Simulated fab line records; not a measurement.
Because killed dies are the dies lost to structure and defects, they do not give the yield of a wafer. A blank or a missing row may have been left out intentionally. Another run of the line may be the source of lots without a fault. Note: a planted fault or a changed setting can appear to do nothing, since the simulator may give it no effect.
Comparing a struck lot with a sound one -- flow sky130 -- 18 steps out of a route of 708
Sound: these wafers, L820.3, L820.4, L820.6. Struck: wafers L829.3, L829.5 (left out: L829.4, a lot-mate that was not struck); the cause follows at the end.
Each step with rows lists, per side, the tool, then ch with its chambers, then its first start. Under that, the readings that differ: sound wafers -- struck wafers -- difference of the means -- sigmas: that difference in standard deviations of wafers without a fault.
alike: readings with means less than 2 such deviations apart, plus words and numbers identical on both sides. not compared: withheld readings, readings lacking a value on some wafer, bounds such as >300 that could conceal the same value, and numbers that have no deviation in the record and whose values overlap.
A row with sigmas, a row that says differs or no value, or rows on one side alone: a step with any of these is where the two part. Numbers that don't overlap but have no deviation are shown without sigmas and don't part them. Lack of a reading on every wafer of one side parts them only where that side has two or more wafers.

first, 3 steps without rows for these wafers: SKY_VIA3_EXPOSE_09 (exposes mask VIM3, target cd 200 nm); SKY_VIA3_PEB_10; SKY_VIA3_DEVELOP_11 (develop time 60 s).
SKY_VIA3_CD_MEAS_12 targets a cd of 200 nm.
  sound on cd sem-02, day 41 05:55; struck on cd sem-02, day 43 17:25
  alike: cd nm
SKY_VIA3_OVL_MEAS_13:
  sound on overlay-01, day 41 06:01; struck on overlay-01, day 43 17:30
  alike: VIA3_OVL
SKY_VIA3_ETCH_14: etches BARC in N2/H2, stops on SiO2, time 45.9 s, target depth 60 nm.
  sound on rie diel-04 ch 2,3, day 41 06:02; struck on rie diel-04 ch 1, day 43 17:31
  alike: drypump motor current A, oes product au, throttle valve pct
  not compared: rf hours counter h
SKY_VIA3_ETCH_15: etches SiO2 in C4F8/O2/Ar, stops on TiN, target depth 507 nm, time 78 s.
  sound on rie diel-04 ch 2,3, day 41 06:05; struck on rie diel-04 ch 1, day 43 17:34
  alike: oes product au
  not compared: rf hours counter h
SKY_VIA3_STRIP_16: strips in O2/N2.
  sound on plasma asher-04 ch 0,1, day 41 06:10; struck on plasma asher-04 ch 0,1, day 43 17:40
  alike: drypump motor current A, oes product au, strip time to endpoint s
  not compared: rf hours counter h
then, 3 steps without rows for these wafers: SKY_VIA3_STRIP_17 (strips in post etch residue remover, time 1200 s); SKY_VIA3_CLEAN_18 (cleans in IPA, time 180 s); SKY_VIA3_CLEAN_19 (cleans in O3/DIW).
SKY_VIA3_SPUTTER_20: material TiN, target thk 20 nm, time 80 s.
  sound on pvd sputter-01, day 41 06:44; struck on pvd sputter-03, day 43 18:13
  alike: throttle valve pct
SKY_VIA3_CVD_21: deposits W, target thk 390 nm, time 117.31 s.
  sound on cvd w-02 ch 0,1, day 41 06:50; struck on cvd w-01 ch 0, day 43 18:19
reading,sound,struck,difference,sigmas
model.W_of_VIA3_CVD_21.thk nm (nm),379.8 390.9 395.3,447.3 449.2,+59.6,
  alike: heater power w
  not compared: since wet clean h
SKY_VIA3_RS_MEAS_22: uses a four-point probe to measure.
  sound on film metro-04, day 41 06:58; struck on film metro-04, day 43 18:26
reading,sound,struck,difference,sigmas
VIA3_W_RS (ohm/sq),0.302 0.293 0.291,0.256 0.255,-0.040,-10
SKY_VIA3_THK_MEAS_23: measures by xrf.
  sound on film metro-04, day 41 07:04; struck on film metro-04, day 43 18:32
reading,sound,struck,difference,sigmas
VIA3_W_THK (nm),366 379 380,433 432,+58,+10
SKY_VIA3_CMP_24: polishes, stops on SiO2, t overpolish 20 s, target thk 0 nm.
  sound on cmp-02 ch 0,1,3, day 41 07:06; struck on cmp-01 ch 0,1, day 43 18:35
reading,sound,struck,difference,sigmas
time to endpoint s (s),92 101 105,110 108,+10,+2
  alike: motor current A
SKY_METAL4_SPUTTER_00: material Ti, target thk 15 nm, time 10 s.
  sound on pvd sputter-02, day 41 07:24; struck on pvd sputter-04, day 43 18:53
  alike: throttle valve pct
-- the record jumps here: 5 days lie between the struck wafers' starts before and after (it left off in module METAL4 and takes up again in module PAD_OPEN, whose first step shown is number 708 of the route) --
SKY_PAD_OPEN_PROBE_99:
  sound on prober-01, day 47 06:38; struck on prober-02, day 49 04:46
  alike: defect limited yield, killed_at_M0_to_M3, killed_at_M4_up, killed at contacts, killed at front end, killed at other, killed dies, killed on rim, killed open, killed short, sort_bin_3_pad_short, sort_bin_5_function, sort_bin_6_memory, sort n pass, sort yield pct

== WHERE THEY PART ==
Last at SKY_VIA3_CMP_24 as far as this record goes, first at SKY_VIA3_RS_MEAS_22. Later steps at which nothing parts them and some readings are alike: SKY_METAL4_SPUTTER_00, SKY_PAD_OPEN_PROBE_99.

WHY: what had been put in by the simulator
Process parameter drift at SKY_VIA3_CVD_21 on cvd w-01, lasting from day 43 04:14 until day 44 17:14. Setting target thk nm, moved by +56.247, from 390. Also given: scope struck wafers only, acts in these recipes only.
